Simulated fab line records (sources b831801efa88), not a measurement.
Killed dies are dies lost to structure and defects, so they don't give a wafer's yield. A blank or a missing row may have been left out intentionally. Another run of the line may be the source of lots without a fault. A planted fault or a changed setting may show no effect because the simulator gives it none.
Matching of chambers | flow sfq line | SFQ_TRILAYER_I0_DEP_PECVD_027 on pecvd-02 has 3 sister chambers
The step deposits SiO2 from SiH4/N2O, time 111.11 s, target thk 500 nm. 18 wafers are shown with their chamber, then 9 later ones without.

## WAFERS WITH THEIR CHAMBER
wafer  | chamber | throttle valve pct (%) | heater power w (W)
L965.1 | 2       | 24.6                   | 86
L965.5 | 1       | 24.5                   | 88
L965.6 | 2       | 24.5                   | 90
L967.2 | 1       | 24.5                   | 77
L967.4 | 1       | 24.6                   | 84
L967.6 | 2       | 24.7                   | 83
L970.1 | 2       | 25.0                   | 96
L970.2 | 0       | 25.8                   | 93
L970.4 | 1       | 24.4                   | 83
L971.2 | 0       | 26.0                   | 86
L971.4 | 2       | 24.8                   | 99
L971.6 | 0       | 26.0                   | 90
L974.3 | 1       | 24.7                   | 86
L974.5 | 2       | 25.3                   | 93
L974.6 | 0       | 26.7                   | 96
L975.3 | 2       | 25.1                   | 94
L975.4 | 1       | 25.1                   | 86
L975.5 | 2       | 25.3                   | 99

SIGNATURES (averages over the wafers above)
reading            | chamber 0 | chamber 1 | chamber 2 | scatter within a chamber
throttle valve pct | 26.125    | 24.633    | 24.913    | 0.311
heater power w     | 91.25     | 84.00     | 92.50     | 4.94
Rule: a wafer lies at a distance from a chamber equal to the root of the sum of squares, over the readings, of (its reading less the chamber's mean, divided by the reading's scatter). The wafer belongs to the nearest chamber; if the next one is less than 2 further off, it can't be placed. The scatter: take each reading less its chamber's mean, square it, sum over the shown wafers, divide by the number of wafers less the number of chambers, and take the root.

## WAFERS WHOSE CHAMBER IS MISSING
wafer  | throttle valve pct (%) | heater power w (W)
L976.1 | 26.7                   | 84
L976.3 | 25.1                   | 80
L976.6 | 26.5                   | 88
L977.1 | 24.9                   | 88
L977.4 | 25.1                   | 92
L977.6 | 26.7                   | 86
L982.1 | 26.7                   | 98
L982.3 | 25.7                   | 95
L982.4 | 25.3                   | 84

## EACH ONE'S CHAMBER
wafer  | from the rows above          | in truth
L976.1 | 0                            | 0
L976.3 | can't be placed: 1 or 2      | 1
L976.6 | 0                            | 0
L977.1 | can't be placed: 2 or 1      | 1
L977.4 | can't be placed: 2 or 1      | 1
L977.6 | 0                            | 0
L982.1 | 0                            | 0
L982.3 | can't be placed: 0 or 2      | 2
L982.4 | can't be placed: 2 or 1 or 0 | 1
4 of 9 placed correctly. From these rows, 5 cannot be placed; in 5 the true chamber is one of the candidates. Wrongly placed: 0.
